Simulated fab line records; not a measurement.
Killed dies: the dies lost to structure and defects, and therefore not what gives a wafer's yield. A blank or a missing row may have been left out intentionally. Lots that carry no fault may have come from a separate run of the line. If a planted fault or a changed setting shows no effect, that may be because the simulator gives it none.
The tool behind it: which one? :: flow gf180mcu :: 21 wafers sampled from 7 lots at 1 step of a route of 602

WHAT THE GAUGES READ, wafer by wafer
GF_V2_THK_MEAS_03.
lot: L952
measured: day 20 22:00
on: film_metro-03
V2_CVD_02_THK (nm): 847 840 866

lot: L957
measured: day 22 20:53
on: film_metro-04
V2_CVD_02_THK (nm): 848 866 856

lot: L959
measured: day 23 11:54
on: film_metro-03
V2_CVD_02_THK (nm): 839 842 859

lot: L961
measured: day 24 04:32
on: film_metro-04
V2_CVD_02_THK (nm): 835 837 849

lot: L963
measured: day 24 19:06
on: film_metro-03
V2_CVD_02_THK (nm): 841 853 861

lot: L965
measured: day 25 08:08
on: film_metro-03
V2_CVD_02_THK (nm): 847 853 857

lot: L968
measured: day 26 05:34
on: film_metro-04
V2_CVD_02_THK (nm): 830 846 850

WHICH TOOL RAN EACH LOT (tool, then ch and the chambers of the sampled wafers, then the start)
There is no process step in the record ahead of these readings.

THE ANSWER, worked out from the rows above alone
Rule: the lots themselves supply what counts as usual. Put in order of their means at a reading, lots are off if they are a third of the lots or fewer, leave a main group of 4 or more, and stand apart from it by a gap of 3 or more times the standard deviation of the main group's means; of several such gaps the widest counts. A main group is skipped when, at the precision printed for the reading in the tables above, its means are all equal. Also off: a lot with no number at a reading for which 4 or more lots have one. Any other lot the step has rows for is counted as sound.
None of the lots is off at any reading shown; this tells nothing.

WHAT THE SIMULATOR PUT IN
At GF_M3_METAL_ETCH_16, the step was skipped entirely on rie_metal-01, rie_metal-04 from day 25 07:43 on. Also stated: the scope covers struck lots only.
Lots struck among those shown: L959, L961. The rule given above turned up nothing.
